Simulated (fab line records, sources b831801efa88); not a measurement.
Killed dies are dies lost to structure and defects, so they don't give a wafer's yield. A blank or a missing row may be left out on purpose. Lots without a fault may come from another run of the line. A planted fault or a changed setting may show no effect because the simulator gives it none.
A struck lot beside a sound one | flow sky130 | 15 steps out of a route of 708
Sound: wafers L436.1, L436.4, L436.5. Struck: wafers L453.3, L453.4, L453.5. The cause comes at the end.
At each step with rows: each side's tool, then ch and its chambers, then its first start. Under that, the readings that differ: sound wafers | struck wafers | difference of the means | sigmas: that difference in standard deviations of wafers without a fault.
alike: readings whose means differ by less than 2 such deviations, and words and numbers that are the same on both sides. not compared: withheld readings, readings that some wafer has no value for, bounds like >300 that may hide the same value, and numbers for which the record gives no deviation and whose values overlap.
The two part at a step that has a row with sigmas, a row that says differs or no value, or rows on one side only. Numbers that don't overlap but have no deviation are shown without sigmas and don't part them. A reading that every wafer of one side lacks parts them only if that side has two wafers or more.

first, 8 steps without rows for these wafers: SKY_VIA2_DEHYDRATE_04 (time 60 s); SKY_VIA2_HMDS_05 (prime time 60 s); SKY_VIA2_COAT_06 (resist thk 60 nm); SKY_VIA2_COAT_07 (resist thk 450 nm); SKY_VIA2_SOFTBAKE_08 (time 90 s); SKY_VIA2_EXPOSE_09 (exposes mask VIM2, target cd 200 nm); SKY_VIA2_PEB_10; SKY_VIA2_DEVELOP_11 (develop time 60 s).
SKY_VIA2_CD_MEAS_12: target cd 200 nm.
  sound on cd_sem-02, day 36 11:19; struck on cd_sem-02, day 41 19:00
  reading    | sound             | struck            | difference | sigmas
  cd_nm (nm) | 202.2 202.4 202.5 | 198.1 198.9 199.5 | -3.5       | -2
SKY_VIA2_OVL_MEAS_13:
  sound on overlay-01, day 36 11:26; struck on overlay-02, day 41 19:05
  alike: VIA2_OVL
SKY_VIA2_ETCH_14: etches BARC in N2/H2, stops on SiO2, time 45.9 s, target depth 60 nm.
  sound on rie_diel-04 ch 0,1, day 36 11:28; struck on rie_diel-03 ch 0,2,3, day 41 19:07
  alike: bias_w, drypump_motor_current_A, oes_product_au, throttle_valve_pct
  not compared: rf_hours_counter_h
SKY_VIA2_ETCH_15: etches SiO2 in C4F8/O2/Ar, stops on TiN, target depth 546 nm, time 84 s.
  sound on rie_diel-04 ch 0,1, day 36 11:31; struck on rie_diel-03 ch 0,2,3, day 41 19:10
  alike: bias_w, oes_product_au
  not compared: rf_hours_counter_h
SKY_VIA2_STRIP_16: strips in O2/N2.
  sound on plasma_asher-02 ch 0, day 36 11:34; struck on plasma_asher-02 ch 0,1, day 41 19:16
  no value came back on the struck wafers for chamber_pressure_mTorr (mTorr), drypump_motor_current_A (A), oes_product_au (a.u.), strip_time_to_endpoint_s (s); on the sound wafers chamber_pressure_mTorr (mTorr) reads 1499.3 1499.1 1498.4
  reading                                     | sound | struck            | difference | sigmas
  model.KrF-thick_of_VIA2_COAT_07.thk_nm (nm) | 0 0 0 | 284.2 282.2 282.4 | +282.9     |
  not compared: rf_hours_counter_h
then, 1 step without rows for these wafers: SKY_VIA2_STRIP_17 (strips in post etch residue remover, time 1200 s).
-- the record jumps here: 8 days lie between the struck wafers' starts before and after (it left off in module VIA2 and takes up again in module PAD_OPEN, whose first step shown is number 708 of the route) --
SKY_PAD_OPEN_PROBE_99:
  sound on prober-02, day 45 22:59; struck on prober-02, day 49 23:22
  reading                  | sound          | struck         | difference | sigmas
  defect_limited_yield (%) | 81.1 81.1 85.2 | 0 0 0          | -82        | -43
  killed_at_M0_to_M3       | 44 52 35       | 446 456 455    | +409       | +58
  killed_dies              | 93 93 73       | 492 492 492    | +406       | +44
  killed_on_rim            | 14 16 13       | 96 96 96       | +82        | +20
  sort_bin_5_function (%)  | 11.4 11.2 7.5  | 92.5 93.9 94.1 | +83.5      | +60
  sort_n_pass              | 399 399 419    | 0 0 0          | -406       | -44
  sort_yield_pct (%)       | 81.1 81.1 85.2 | 0 0 0          | -82        | -43
  alike: killed_at_M4_up, killed_at_contacts, killed_at_front_end, killed_at_other, killed_open, killed_short, sort_bin_3_pad_short, sort_bin_6_memory

WHERE THEY PART
First at SKY_VIA2_CD_MEAS_12; last, within this record, at SKY_PAD_OPEN_PROBE_99.

WHY: what the simulator had put in
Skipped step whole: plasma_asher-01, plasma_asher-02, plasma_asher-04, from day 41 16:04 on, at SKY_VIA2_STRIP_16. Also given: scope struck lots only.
